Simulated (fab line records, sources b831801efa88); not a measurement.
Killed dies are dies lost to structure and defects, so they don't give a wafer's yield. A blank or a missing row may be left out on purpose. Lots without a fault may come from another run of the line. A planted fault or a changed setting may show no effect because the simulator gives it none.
fab line records | flow sky130
record lots=14 wafers=42 last_day=50
route steps=708 shown SONOS_ONO@185 LDD_N@253 LDD_HVP@284 POLY_CUT@317
lots that met no fault: from a run of the same line without faults
start_h: hours from the record's first day to the start of the lot's first wafer shown | wait_h: hours since the lot's step before | " the same as in the row above | L1.1+2: a row that stands for several wafers | - no value, or no start given | * or withheld: withheld | < > ~ a bound
route shown NAME@n: a module of which the file shows steps, and the number in the route of the first | usual: mean/standard deviation of fault-free wafers | same: alike in all rows | chamber/n: place in a boat | sites: the reading at each site | _std_site: their standard deviation | _edge_site: outer sites' mean less inner sites' | radius_mm: how far each site lies from the wafer's centre | mask NAME#n: copy n | behind: the tool/chamber that last shaped the wafer | hold: why the lot was held/for how many hours/how that ended | device: the transistor (n, p or np) that didn't switch | end of line: the same wafers' tests at the end of the route | a step without rows: its recipe alone | killed: dies lost to structure and defects at the first sort, not the wafer's yield | map: a wafer's dies, x killed, . not, _ none there
set.NAME: the setting as run; set.NAME@STEP: as run at that earlier step | model.NAME: the simulator's own value behind a step, which no gauge read
steps of the route over a sample of lots; a table a step, a row a wafer
services: from which hour (start_h, from the record's first day; less than 0 if before it) a tool's chamber was out of use, for how many hours, and why
## steps
# step SKY_SONOS_ONO_STRIP_17
# recipe chemistry=O2/N2 power_w=1400 pressure_mtorr=1500 platen_temp_c=withheld o2_flow_sccm=3000 n2_flow_sccm=300 overash_fraction=0.5
# usual chamber_pressure_mTorr=1500.0/1.4 drypump_motor_current_A=5.4/0.41 oes_product_au=0.709/0.0044 strip_time_to_endpoint_s=14.09/0.036
# same overash_fraction=0.5
# columns lot.wafer tool chamber start_h wait_h chamber_pressure_mTorr drypump_motor_current_A oes_product_au rf_hours_counter_h strip_time_to_endpoint_s
L527.1 plasma_asher-01 1 267.21 0.0 1500.0 5.3 0.707 59 14.08
L527.4 " 1 " " 1501.4 5.3 0.708 - 14.05
L527.6 " 1 " " 1497.9 5.3 0.714 - 14.06
L528.2 plasma_asher-03 0 290.85 0.0 1503.3 5.5 0.707 47 14.08
L528.3 " 0 " " 1499.1 5.5 0.713 - 14.10
L528.6 " 1 " " 1499.0 5.8 0.711 - 14.12
L530.2 plasma_asher-01 0 300.41 0.0 1499.5 4.8 0.713 63 14.05
L530.3 " 1 " " 1501.9 5.3 0.712 - 14.07
L530.4 " 0 " " 1501.8 4.8 0.710 - 14.07
L531.2 plasma_asher-01 1 308.10 0.0 1498.7 5.3 0.718 63 14.14
L531.5 " 1 " " 1499.5 5.3 0.711 - 14.16
L531.6 " 0 " " 1499.2 4.8 0.713 - 14.16
L532.1 plasma_asher-03 0 334.60 0.0 1499.1 5.5 0.709 52 13.97
L532.3 " 0 " " 1499.6 5.5 0.719 - 14.05
L532.6 " 1 " " 1500.4 5.8 0.709 - 14.04
L534.2 plasma_asher-04 0 339.49 0.0 1499.6 6.1 0.707 65 14.10
L534.4 " 0 " " 1500.1 6.1 0.710 - 14.14
L534.5 " 0 " " 1500.4 6.1 0.707 - 14.06
L540.2 plasma_asher-01 0 385.35 0.0 1500.9 4.8 0.711 71 14.14
L540.5 " 0 " " 1499.3 4.8 0.707 - 14.11
L540.6 " 1 " " 1499.9 5.3 0.708 - 14.16
L541.1 plasma_asher-03 1 391.50 0.0 1500.8 5.7 0.708 56 14.14
L541.3 " 0 " " 1497.9 5.5 0.706 - 14.14
L541.5 " 1 " " 1502.2 5.7 0.712 - 14.09
L543.1 plasma_asher-04 0 428.11 0.0 1500.2 6.1 0.701 74 14.10
L543.4 " 1 " " 1500.4 6.0 0.704 - 14.06
L543.6 " 0 " " 1498.8 6.1 0.704 - 14.06
L542.2 plasma_asher-03 0 428.57 0.0 1501.4 5.5 0.718 60 14.10
L542.4 " 0 " " 1500.4 5.5 0.711 - 14.15
L542.5 " 0 " " 1501.1 5.5 0.708 - 14.17
L544.1 plasma_asher-03 1 428.87 0.0 1501.2 5.7 0.710 60 14.13
L544.2 " 0 " " 1502.0 5.5 0.709 60 14.14
L544.4 " 1 " " 1498.7 5.7 0.700 - 14.14
L545.1 plasma_asher-03 0 430.04 0.0 1498.3 5.5 0.709 60 14.07
L545.3 " 0 " " 1503.3 5.5 0.716 - 14.07
L545.5 " 0 " " 1499.3 5.5 0.699 - 14.05
L548.1 plasma_asher-01 1 469.25 0.0 1501.2 5.3 0.724 4 14.09
L548.2 " 0 " " 1500.1 4.8 0.704 4 14.11
L548.4 " 1 " " 1497.6 5.3 0.708 - 14.09
L549.1 plasma_asher-01 0 476.96 0.0 1498.8 4.8 0.711 5 14.11
L549.2 " 1 " " 1499.1 5.3 0.711 5 14.12
L549.3 " 0 " " 1498.8 4.8 0.714 - 14.11
# step SKY_LDD_N_STRIP_16
# recipe chemistry=O2/N2 power_w=1400 pressure_mtorr=1500 platen_temp_c=withheld o2_flow_sccm=3000 n2_flow_sccm=300 overash_fraction=0.5
# usual chamber_pressure_mTorr=1500.0/1.3 drypump_motor_current_A=5.6/0.41 oes_product_au=0.407/0.0052 strip_time_to_endpoint_s=4.317/0.013
# same overash_fraction=0.5
# columns lot.wafer tool chamber start_h wait_h chamber_pressure_mTorr drypump_motor_current_A oes_product_au rf_hours_counter_h strip_time_to_endpoint_s
L527.1 plasma_asher-03 1 385.37 0.1 1499.5 5.7 0.401 56 4.325
L527.4 " 1 " " 1499.8 5.7 0.407 - 4.312
L527.6 " 1 " " 1502.1 5.7 0.401 - 4.327
L528.2 plasma_asher-04 1 410.17 0.1 1500.2 6.0 0.410 72 4.329
L528.3 " 1 " " 1498.7 6.0 0.401 - 4.304
L528.6 " 1 " " 1499.2 6.0 0.403 - 4.318
L530.2 plasma_asher-04 0 420.97 0.1 1496.9 6.1 0.401 73 4.313
L530.3 " 0 " " 1500.7 6.1 0.407 - 4.349
L530.4 " 1 " " 1498.5 6.0 0.408 - 4.334
L531.2 plasma_asher-01 0 459.97 0.1 1500.8 4.8 0.409 3 4.322
L531.5 " 0 " " 1503.4 4.8 0.415 - 4.308
L531.6 " 1 " " 1501.2 5.3 0.418 - 4.330
L532.1 plasma_asher-04 0 466.12 0.1 1500.4 6.1 0.406 79 4.297
L532.3 " 0 " " 1500.1 6.1 0.404 - 4.301
L532.6 " 0 " " 1501.1 6.1 0.412 - 4.309
L534.2 plasma_asher-01 0 466.82 0.1 1501.0 4.8 0.414 4 4.327
L534.4 " 0 " " 1499.8 4.8 0.409 - 4.308
L534.5 " 1 " " 1498.7 5.3 0.400 - 4.300
L540.2 plasma_asher-01 1 514.81 0.1 1501.0 5.3 0.412 9 4.312
L540.5 " 1 " " 1501.9 5.3 0.405 - 4.317
L540.6 " 0 " " 1502.7 4.8 0.407 - 4.336
L541.1 plasma_asher-03 1 521.11 0.1 1499.2 5.7 0.406 68 4.307
L541.3 " 1 " " 1500.4 5.7 0.394 - 4.310
L541.5 " 1 " " 1498.6 5.7 0.396 - 4.309
L543.1 plasma_asher-01 1 558.96 0.1 1501.5 5.3 0.410 13 4.306
L543.4 " 0 " " 1499.5 4.8 0.410 - 4.330
L543.6 " 1 " " 1500.3 5.3 0.406 - 4.327
L544.1 plasma_asher-01 1 561.31 0.1 1499.5 5.3 0.410 13 4.322
L544.2 " 0 " " 1498.9 4.8 0.406 13 4.342
L544.4 " 0 " " 1500.4 4.8 0.406 - 4.347
L542.2 plasma_asher-01 0 562.52 0.1 1500.3 4.8 0.414 13 4.313
L542.4 " 0 " " 1499.5 4.8 0.401 - 4.311
L542.5 " 1 " " 1502.3 5.3 0.402 - 4.324
L545.1 plasma_asher-04 1 565.97 0.1 1500.8 6.0 0.408 89 4.324
L545.3 " 0 " " 1499.0 6.1 0.411 - 4.328
L545.5 " 1 " " 1502.1 6.0 0.407 - 4.338
L548.1 plasma_asher-03 0 602.31 0.1 1500.7 5.5 0.398 76 4.304
L548.2 " 1 " " 1502.1 5.8 0.407 76 4.324
L548.4 " 1 " " 1497.3 5.8 0.398 - 4.324
L549.1 plasma_asher-03 1 608.87 0.1 1499.4 5.8 0.411 76 4.313
L549.2 " 0 " " 1500.5 5.5 0.416 76 4.311
L549.3 " 0 " " 1499.3 5.5 0.413 - 4.324
# step SKY_LDD_HVP_DEVELOP_06
# recipe resist=NOVOLAK developer=TMAH develop_time_s=60 dev_temp_c=23
# usual chill_plate_temp_C=22.97/0.11 develop_time_s=60/0
# columns lot.wafer tool chamber start_h wait_h chill_plate_temp_C develop_time_s
L527.1 litho_track-01 0 474.47 0.1 22.89 60
L527.4 " 0 " " 22.88 60
L527.6 " 0 " " 22.83 60
L528.2 litho_track-01 0 501.15 0.1 22.99 60
L528.3 " 0 " " 23.05 60
L528.6 " 0 " " 22.80 60
L530.2 litho_track-01 - 510.85 0.1 - -
L530.3 " - " " - -
L530.4 " - " " - -
L531.2 litho_track-02 - 550.01 0.1 - -
L531.5 " - " " - -
L531.6 " - " " - -
L532.1 litho_track-02 0 556.19 0.1 22.90 60
L532.3 " 0 " " 23.20 60
L532.6 " 0 " " 23.14 60
L534.2 litho_track-02 0 557.76 0.1 23.05 60
L534.4 " 0 " " 23.24 60
L534.5 " 0 " " 23.05 60
L540.2 litho_track-01 0 603.40 0.1 22.88 60
L540.5 " 0 " " 22.87 60
L540.6 " 0 " " 23.02 60
L541.1 litho_track-02 0 609.04 0.1 23.08 60
L541.3 " 0 " " 22.89 60
L541.5 " 0 " " 23.17 60
L543.1 litho_track-01 0 646.22 0.1 22.82 60
L543.4 " 0 " " 22.88 60
L543.6 " 0 " " 22.94 60
L544.1 litho_track-01 0 646.82 0.1 23.07 60
L544.2 " 0 " " 23.05 60
L544.4 " 0 " " 22.94 60
L542.2 litho_track-04 0 648.54 0.1 22.89 60
L542.4 " 0 " " 22.99 60
L542.5 " 0 " " 22.97 60
L545.1 litho_track-02 0 652.29 0.1 22.90 60
L545.3 " 0 " " 23.02 60
L545.5 " 0 " " 22.99 60
L548.1 litho_track-01 0 688.77 0.1 23.07 60
L548.2 " 0 " " 23.09 60
L548.4 " 0 " " 23.05 60
L549.1 litho_track-01 0 693.52 0.1 23.11 60
L549.2 " 0 " " 23.10 60
L549.3 " 0 " " 23.12 60
# step SKY_POLY_CUT_ETCH_10
# recipe chemistry=N2/H2 target=BARC ion_energy_ev=200 source_w=500 bias_w=100 pressure_mtorr=30 n2_flow_sccm=100 h2_flow_sccm=200 stop_on=SiO2 time_s=45.9 target_depth_a=600
# usual chamber_pressure_mTorr=29.993/0.025 drypump_motor_current_A=5.7/0.52 oes_product_au=0.855/0.0047 throttle_valve_pct=13.226/0.0098
# columns lot.wafer tool chamber start_h wait_h chamber_pressure_mTorr drypump_motor_current_A oes_product_au rf_hours_counter_h throttle_valve_pct
L527.1 rie_diel-01 2 540.79 0.0 30.010 5.0 0.853 14 13.222
L527.4 " 0 " " 30.012 4.8 0.859 - 13.219
L527.6 " 3 " " 29.941 6.0 0.846 - 13.242
L528.2 rie_diel-04 3 564.02 0.0 29.977 5.1 0.846 1 13.241
L528.3 " 2 " " 29.998 5.2 0.857 3 13.221
L528.6 " 1 " " 29.970 6.0 0.857 - 13.228
L530.2 rie_diel-04 3 575.04 0.0 29.950 5.1 0.851 2 13.233
L530.3 " 2 " " 29.970 5.2 0.851 3 13.228
L530.4 " 1 " " 29.957 6.0 0.859 15 13.218
L531.2 rie_diel-02 0 611.48 0.0 29.975 6.4 0.856 13 13.233
L531.5 " 0 " " 29.994 6.3 0.852 - 13.247
L531.6 " 1 " " 29.955 5.6 0.864 - 13.230
L532.1 rie_diel-02 1 617.13 0.0 30.012 5.6 0.854 5 13.207
L532.3 " 2 " " 30.036 6.3 0.858 7 13.228
L532.6 " 1 " " 30.021 5.6 0.853 - 13.219
L534.2 rie_diel-02 2 619.29 0.0 30.023 6.3 0.851 7 13.223
L534.4 " 1 " " 29.996 5.6 0.859 5 13.215
L534.5 " 3 " " 30.029 5.7 0.858 - 13.232
L540.2 rie_diel-02 2 663.14 0.0 30.018 6.3 0.859 7 13.231
L540.5 " 3 " " 30.007 5.7 0.851 - 13.223
L540.6 " 0 " " 29.994 6.3 0.845 - 13.212
L541.1 rie_diel-04 2 668.49 0.0 30.026 5.2 0.854 5 13.209
L541.3 " 1 " " 29.974 6.0 0.856 18 13.218
L541.5 " 0 " " 29.990 5.0 0.858 - 13.235
L543.1 rie_diel-04 3 704.92 0.0 29.998 5.2 0.856 5 13.217
L543.4 " 0 " " 30.033 5.0 0.859 40 13.220
L543.6 " 1 " " 29.972 6.0 0.852 - 13.217
L544.1 rie_diel-01 3 706.47 0.0 29.959 6.0 0.862 29 13.237
L544.2 " 2 " " 30.030 5.0 0.855 18 13.235
L544.4 " 2 " " 29.991 5.0 0.863 - 13.237
L542.2 rie_diel-01 2 708.98 0.0 29.986 5.0 0.849 18 13.225
L542.4 " 2 " " 29.989 5.0 0.852 - 13.219
L542.5 " 3 " " 29.989 6.0 0.853 - 13.245
L545.1 rie_diel-04 0 711.13 0.0 30.014 5.0 0.846 40 13.208
L545.3 " 1 " " 29.992 6.0 0.853 19 13.234
L545.5 " 3 " " 30.004 5.1 0.856 - 13.218
L548.1 rie_diel-01 0 746.29 0.0 30.020 4.8 0.864 17 13.223
L548.2 " 2 " " 29.984 5.0 0.859 19 13.234
L548.4 " 3 " " 29.980 6.0 0.859 30 13.215
L549.1 rie_diel-02 1 752.84 0.0 30.025 5.6 0.858 7 13.231
L549.2 " 2 " " 29.982 6.3 0.855 9 13.242
L549.3 " 0 " " 29.994 6.3 0.853 16 13.218
## services
# columns tool chamber start_h hours kind
rie_diel-02 - 254.42 0.4 repair
rie_diel-04 3 296.31 5.8 repair
rie_diel-04 0 301.92 20.7 repair
rie_diel-04 3 302.64 14.5 repair
rie_diel-02 2 316.24 5.1 repair
rie_diel-02 3 330.25 13.1 repair
plasma_asher-04 - 336.06 1.0 repair
plasma_asher-03 - 346.03 2.8 pm
plasma_asher-03 - 361.68 6.0 repair
rie_diel-02 1 392.61 9.8 repair
plasma_asher-01 - 421.32 9.0 pm
rie_diel-02 3 428.64 23.1 repair
plasma_asher-03 - 456.77 14.6 pm
rie_diel-02 - 482.50 2.8 pm
plasma_asher-01 - 496.56 2.8 pm
plasma_asher-01 - 505.16 2.3 repair
rie_diel-04 3 511.64 5.1 repair
rie_diel-02 - 533.76 14.6 pm
plasma_asher-01 - 557.33 1.6 repair
rie_diel-04 2 610.10 13.1 repair
rie_diel-02 - 627.10 0.3 repair
plasma_asher-04 - 644.00 2.8 pm
plasma_asher-03 - 681.79 2.5 repair
plasma_asher-04 - 733.75 9.0 pm
## key
first_sign step=SKY_LDD_HVP_DEVELOP_06 reading=tool_record direction=missing
effect none on later readings
met_at SKY_LDD_HVP_DEVELOP_06
struck_lots L530,L531
sort_left_out L530.2,L530.3,L530.4,L531.2,L531.5,L531.6
tester_left_out L530,L531
not_acting_at SKY_SONOS_ONO_STRIP_17,SKY_LDD_N_STRIP_16,SKY_POLY_CUT_ETCH_10
onset_between 501.15 510.85
fault kind=skipped_step_whole tool=litho_track-01,litho_track-02 chamber=- onset_h=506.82 steps=SKY_LDD_HVP_DEVELOP_06 scope=struck_lots_only
# tester_left_out: of these lots the tester's yield and bins aren't shown, on N5 and GAA mostly nor the transistor test; their killed dies are dies lost to structure and defects alone, not to doping, threshold or leakage, so they don't give the yield
# sort_left_out: the simulated sort isn't trusted on such a fault, so these wafers' sort isn't shown, and their yield isn't known
